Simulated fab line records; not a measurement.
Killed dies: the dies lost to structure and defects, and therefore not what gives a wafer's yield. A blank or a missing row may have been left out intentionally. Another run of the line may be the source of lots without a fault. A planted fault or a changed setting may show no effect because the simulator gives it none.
fab line records | flow sky130
[record] lots = 13 wafers = 39 last-day = 50
route steps=708 shown VT_ADJUST_HVTR@141 SONOS_TUNNEL@162 SONOS_ONO@178 GATE_OXIDE@201 PAD_OPEN@708
lots with no fault: from the same line, run without faults
start-h: the number of hours between the record's first day and the start of the first shown wafer of the lot | wait-h: time in hours since the lot's previous step | " unchanged from the row above | L1.1+2: one row covering several wafers at once | - no value, or no start given | * or withheld: withheld | < > ~ a bound
route shown NAME@n: names a module that has steps shown in the file, with the first one's number in the route | usual: mean/standard deviation of fault-free wafers | same: alike in all rows | chamber/n: place in a boat | sites: the reading at each site | _std_site: how widely they spread, as a standard deviation | _edge_site: outer sites' mean less inner sites' | radius-mm: for every site, how far away it sits from the centre of the wafer | mask NAME#n: copy n | behind: tool/chamber where the wafer was last shaped | hold: why the lot was held/for how many hours/how that ended | device: the transistor (n, p or np) that didn't switch | end of line: tests of these same wafers at the route's end | step lacking rows: just its recipe | killed: at the first sort, the dies lost to defects and structure; wafer yield is something else | map: the dies of a wafer, with x for killed, . for not killed, _ for no die there
set.NAME: the setting as run; set.NAME@STEP: as run at that earlier step | model.NAME: the simulator's own value behind a step, which no gauge read
the route's steps for a sample of lots (tables are steps, rows are wafers)
services: a tool's chamber out of use, with start hour (start-h, from the record's first day; less than 0 if before it), hours out, and reason
[[steps]]
[step SKY_VT_ADJUST_HVTR_STRIP_10]
[recipe] chemistry = O2/N2 power-w = 1400 pressure-mtorr = 1500 platen-temp-c = withheld o2-flow-sccm = 3000 n2-flow-sccm = 300 overash-fraction = 0.5
[usual] drypump-motor-current-A = 5.6/0.56 oes-product-au = 0.715/0.0046 strip-time-to-endpoint-s = 14.19/0.04
// columns lot.wafer tool chamber start-h wait-h drypump-motor-current-A oes-product-au rf-hours-counter-h strip-time-to-endpoint-s
L589.1 plasma-asher-04 0 203.95 0.1 5.6 0.718 40 14.14
L589.4 " 0 " " 5.7 0.713 - 14.12
L589.6 " 1 " " 6.0 0.714 - 14.13
L591.3 plasma-asher-01 0 221.89 0.1 5.0 0.713 - 14.17
L591.5 " 1 " " 4.8 0.721 - 14.21
L591.6 " 0 " " 5.0 0.716 - 14.22
L593.3 plasma-asher-04 0 235.42 0.1 5.6 0.715 - 14.21
L593.5 " 0 " " 5.6 0.717 - 14.18
L593.6 " 1 " " 6.0 0.711 - 14.19
L594.1 plasma-asher-01 1 249.36 0.1 4.8 0.719 13 14.14
L594.2 " 0 " " 4.9 0.714 13 14.12
L594.3 " 1 " " 4.8 0.705 - 14.11
L596.1 plasma-asher-01 0 252.46 0.1 5.0 0.714 13 14.22
L596.2 " 1 " " 4.8 0.721 13 14.18
L596.5 " 1 " " 4.8 0.720 - 14.18
L597.2 plasma-asher-02 0 262.85 0.1 6.5 0.708 53 14.20
L597.5 " 0 " " 6.6 0.716 - 14.22
L597.6 " 1 " " 5.7 0.712 - 14.25
L598.3 plasma-asher-04 0 273.02 0.1 5.7 0.710 - 14.26
L598.4 " 1 " " 6.0 0.713 - 14.29
L598.5 " 0 " " 5.7 0.714 - 14.27
L600.1 plasma-asher-01 0 290.46 0.1 5.0 0.721 17 14.23
L600.4 " 1 " " 4.8 0.724 - 14.25
L600.6 " 1 " " 4.8 0.720 - 14.22
L601.1 plasma-asher-04 1 295.49 0.1 6.0 0.715 49 14.16
L601.4 " 1 " " 6.0 0.715 - 14.22
L601.5 " 1 " " 6.0 0.711 - 14.21
L602.2 plasma-asher-04 1 303.29 0.1 6.0 0.711 50 14.15
L602.5 " 1 " " 6.0 0.713 - 14.26
L602.6 " 0 " " 5.6 0.715 - 14.20
L603.2 plasma-asher-04 0 308.69 0.1 5.7 0.720 50 14.17
L603.3 " 0 " " 5.6 0.716 - 14.18
L603.6 " 0 " " 5.6 0.722 - 14.19
L604.2 plasma-asher-02 0 311.41 0.1 6.6 0.707 58 14.23
L604.5 " 0 " " 6.6 0.709 - 14.18
L604.6 " 1 " " 5.8 0.714 - 14.16
L612.1 plasma-asher-01 1 373.78 0.1 4.8 0.718 26 14.16
L612.2 " 0 " " 5.0 0.721 26 14.14
L612.5 " 1 " " 4.8 0.714 - 14.17
[step SKY_SONOS_TUNNEL_OVL_MEAS_08]
[usual] SONOS_TUNNEL_OVL = 0.4/1.5
// columns lot.wafer tool chamber start-h wait-h SONOS_TUNNEL_OVL[nm]
L589.1 overlay-01 - 248.45 0.1 -3.7
L589.4 " - " " -1.9
L589.6 " - " " -2.0
L591.3 overlay-01 - 267.39 0.1 -2.2
L591.5 " - " " 1.6
L591.6 " - " " 1.3
L593.3 overlay-01 - 282.91 0.1 0.4
L593.5 " - " " 1.2
L593.6 " - " " 0.8
L594.1 overlay-02 - 298.22 0.1 -0.4
L594.2 " - " " 0.3
L594.3 " - " " -1.1
L596.1 overlay-01 - 301.40 0.1 -0.6
L596.2 " - " " 0.5
L596.5 " - " " -0.2
L597.2 overlay-01 - 312.74 0.1 1.6
L597.5 " - " " 2.7
L597.6 " - " " 1.4
L598.3 overlay-01 - 324.11 0.1 -0.6
L598.4 " - " " -0.9
L598.5 " - " " -0.7
L600.1 overlay-01 - 342.51 0.1 -0.3
L600.4 " - " " -0.2
L600.6 " - " " -1.5
L601.1 overlay-01 - 348.43 0.1 0.2
L601.4 " - " " -0.2
L601.5 " - " " 1.2
L602.2 overlay-02 - 356.14 0.1 2.3
L602.5 " - " " 1.1
L602.6 " - " " 0.0
L603.2 overlay-02 - 361.56 0.1 0.9
L603.3 " - " " 0.0
L603.6 " - " " 0.1
L604.2 overlay-02 - 364.74 0.1 0.9
L604.5 " - " " 1.7
L604.6 " - " " 0.3
L612.1 overlay-01 - 433.90 0.1 -0.8
L612.2 " - " " 0.1
L612.5 " - " " -1.5
[step SKY_SONOS_ONO_EXPOSE_10]
[recipe] mask-id = ONOM target-cd-nm = 410 na = 0.6 source-shape = conventional sigma-outer = 0.6 dose-mj = 150
// columns lot.wafer tool chamber start-h wait-h mask
L589.1+4+6 iline-stepper-02 0 265.36 - ONOM#0
L591.3+5+6 iline-stepper-02 0 286.89 - ONOM#0
L593.3+5+6 iline-stepper-01 0 300.67 - ONOM#0
L594.1+2+3 iline-stepper-01 0 315.98 - ONOM#0
L596.1+2+5 iline-stepper-02 0 322.86 - ONOM#0
L597.2+5+6 iline-stepper-02 0 331.37 - ONOM#0
L598.3+4+5 iline-stepper-01 0 341.92 - ONOM#0
L600.1+4+6 iline-stepper-01 0 362.38 - ONOM#0
L601.1+4+5 iline-stepper-01 0 367.70 - ONOM#0
L602.2+5+6 iline-stepper-01 0 378.15 - ONOM#0
L603.2+3+6 iline-stepper-02 0 380.96 - ONOM#0
L604.2+5+6 iline-stepper-01 0 385.36 - ONOM#0
L612.1+2+5 iline-stepper-01 0 457.14 - ONOM#0
[step SKY_SONOS_ONO_CD_MEAS_13]
[recipe] target-cd-nm = 410
[usual] cd-nm = 410.2/2.3
// columns lot.wafer tool chamber start-h wait-h cd-nm
L589.1 cd-sem-02 - 278.25 0.1 408.4
L589.4 " - " " 407.2
L589.6 " - " " 407.9
L591.3 cd-sem-01 - 299.34 0.1 407.5
L591.5 " - " " 407.3
L591.6 " - " " 410.0
L593.3 cd-sem-01 - 313.52 0.1 411.7
L593.5 " - " " 411.8
L593.6 " - " " 413.8
L594.1 cd-sem-01 - 328.83 0.1 408.4
L594.2 " - " " 408.7
L594.3 " - " " 410.7
L596.1 cd-sem-01 - 336.48 0.1 407.8
L596.2 " - " " 410.1
L596.5 " - " " 410.3
L597.2 cd-sem-02 - 344.72 0.1 408.9
L597.5 " - " " 409.6
L597.6 " - " " 408.2
L598.3 cd-sem-01 - 355.15 0.1 410.4
L598.4 " - " " 412.4
L598.5 " - " " 410.4
L600.1 cd-sem-01 - 375.96 0.1 413.2
L600.4 " - " " 412.6
L600.6 " - " " 411.1
L601.1 cd-sem-01 - 380.93 0.1 408.1
L601.4 " - " " 410.3
L601.5 " - " " 410.2
L602.2 cd-sem-02 - 392.78 0.1 387.8
L602.5 " - " " 398.7
L602.6 " - " " 397.8
L603.2 cd-sem-01 - 396.45 0.1 411.7
L603.3 " - " " 410.5
L603.6 " - " " 410.1
L604.2 cd-sem-02 - 399.58 0.1 409.3
L604.5 " - " " 402.3
L604.6 " - " " 394.4
L612.1 cd-sem-01 - 472.05 0.1 409.8
L612.2 " - " " 409.1
L612.5 " - " " 409.2
[step SKY_GATE_OXIDE_TW_MEAS_14]
[usual] GATE_OXIDE_TW = 224.3/2.5
// columns lot.wafer tool chamber start-h wait-h GATE_OXIDE_TW
L589.1 film-metro-04 - 306.08 0.1 221.0
L589.4 " - " " 220.6
L589.6 " - " " 221.1
L591.3 film-metro-03 - 327.62 0.1 228.8
L591.5 " - " " 226.1
L591.6 " - " " 227.5
L593.3 film-metro-04 - 342.50 0.1 220.8
L593.5 " - " " 220.5
L593.6 " - " " 221.4
L594.1 film-metro-03 - 357.62 0.1 226.8
L594.2 " - " " 226.2
L594.3 " - " " 226.2
L596.1 film-metro-04 - 367.19 0.1 221.0
L596.2 " - " " 222.8
L596.5 " - " " 222.3
L597.2 film-metro-03 - 376.93 0.1 226.2
L597.5 " - " " 225.7
L597.6 " - " " 225.7
L598.3 film-metro-03 - 385.95 0.1 225.7
L598.4 " - " " 226.9
L598.5 " - " " 225.4
L600.1 film-metro-03 - 407.44 0.1 225.1
L600.4 " - " " 226.1
L600.6 " - " " 226.2
L601.1 film-metro-04 - 412.18 0.1 223.1
L601.4 " - " " 222.4
L601.5 " - " " 223.2
L602.2 film-metro-03 - 426.69 0.1 225.4
L602.5 " - " " 224.3
L602.6 " - " " 225.2
L603.2 film-metro-04 - 429.45 0.1 222.9
L603.3 " - " " 221.9
L603.6 " - " " 223.5
L604.2 film-metro-04 - 432.53 0.1 222.5
L604.5 " - " " 222.3
L604.6 " - " " 221.4
L612.1 film-metro-03 - 505.14 0.1 224.0
L612.2 " - " " 224.6
L612.5 " - " " 225.8
[step SKY_PAD_OPEN_PROBE_99]
[usual] killed_at_M0_to_M3 = 43/7.7 killed_at_M4_up = 3.1/1.7 killed-at-contacts = 23/4.8 killed-at-front-end = 15/4.5 killed-at-other = 0.3/0.58 killed-dies = 85/10 killed-open = 46/7.5 killed-short = 38/6.5
[same] gross-dies = 492 killed-at-back-side = 0
// columns lot.wafer tool chamber start-h wait-h killed_at_M0_to_M3 killed_at_M4_up killed-at-contacts killed-at-front-end killed-at-other killed-dies killed-open killed-short
L594.1 prober-02 - 1113.73 0.1 52 3 30 19 1 105 51 54
L594.2 prober-02 - 1113.78 0.1 43 3 22 16 0 84 44 40
L594.3 prober-02 - 1113.83 0.2 48 0 30 8 0 86 47 39
L596.5 prober-02 - 1116.89 0.2 38 4 24 11 0 77 46 31
// killed by level:class
L594.1 VIA3:geometric-particle:open=10 VIA1:geometric-particle:open=8 CONTACT:geometric-particle:open=8 CONTACT:geometric-particle:short=6 METAL2:geometric-particle:short=6 VIA1:geometric-particle:short=6 VIA2:geometric-particle:open=6 POLY_GATE:geometric-particle:short=5
L594.2 VIA1:geometric-particle:open=11 CONTACT:geometric-particle:open=10 VIA1:geometric-particle:short=8 METAL1:geometric-particle:short=7 FIELD_ISO:geometric-particle:open=5 LOCAL_INTERCONNECT:geometric-particle:short=5 VIA2:geometric-particle:open=4 POLY_GATE:geometric-particle:short=3
L594.3 VIA1:geometric-particle:open=13 LI_CONTACT:geometric-particle:open=9 VIA1:geometric-particle:short=9 CONTACT:geometric-particle:open=8 LOCAL_INTERCONNECT:geometric-particle:short=6 CONTACT:geometric-particle:short=6 VIA2:geometric-particle:open=6 POLY_GATE:geometric-particle:short=4
L596.5 CONTACT:geometric-particle:open=12 VIA1:geometric-particle:open=8 METAL1:geometric-particle:short=6 FIELD_ISO:geometric-particle:open=5 VIA3:geometric-particle:open=5 LI_CONTACT:geometric-particle:open=4 LOCAL_INTERCONNECT:geometric-particle:short=4 VIA2:geometric-particle:open=4
[[services]]
// columns tool chamber start-h hours kind
iline-stepper-02 - 185.54 1.7 pm
plasma-asher-04 - 187.54 1.2 repair
plasma-asher-04 - 192.15 0.5 repair
plasma-asher-02 - 227.51 12.0 repair
plasma-asher-01 - 243.62 0.6 repair
plasma-asher-04 - 249.11 2.8 pm
iline-stepper-01 - 259.29 8.9 pm
iline-stepper-02 0 280.37 - calibration
iline-stepper-01 - 303.13 1.7 pm
iline-stepper-01 0 320.25 - calibration
plasma-asher-04 - 325.94 1.6 repair
plasma-asher-01 - 355.95 0.8 repair
iline-stepper-02 - 403.72 1.7 pm
plasma-asher-02 - 421.25 9.0 pm
plasma-asher-02 0 421.25 9.0 vent-cycle
plasma-asher-02 1 421.25 9.0 vent-cycle
iline-stepper-02 - 422.76 5.5 repair
plasma-asher-02 - 426.04 0.7 repair
plasma-asher-02 0 430.25 - clean
plasma-asher-02 1 430.25 - clean
plasma-asher-01 - 442.52 1.5 repair
plasma-asher-02 - 446.25 10.6 repair
iline-stepper-01 - 447.12 3.7 repair
iline-stepper-02 - 453.08 7.2 repair
[[key]]
[first-sign] step = SKY_SONOS_ONO_CD_MEAS_13 reading = cd-nm direction = down sigmas = 5.2 usual = 410.2 struck = 398.4 wafers-moved = 5
effect none on later readings
met-at SKY_SONOS_ONO_EXPOSE_10
struck-lots L602,L604
tester-left-out L602,L604
not-acting-at SKY_VT_ADJUST_HVTR_STRIP_10,SKY_SONOS_TUNNEL_OVL_MEAS_08,SKY_GATE_OXIDE_TW_MEAS_14
onset-between 367.70 378.15
[fault] kind = process-parameter-drift tool = iline-stepper-01 chamber = - onset-h = 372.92 steps = SKY_SONOS_ONO_EXPOSE_10 channel = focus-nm offset = 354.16 spread-by-wafer = 0.3 shape = step end-h = 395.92
// tester-left-out: of these lots the tester's yield and bins aren't shown, on N5 and GAA mostly nor the transistor test; their killed dies are dies lost to structure and defects alone, not to doping, threshold or leakage, so they don't give the yield
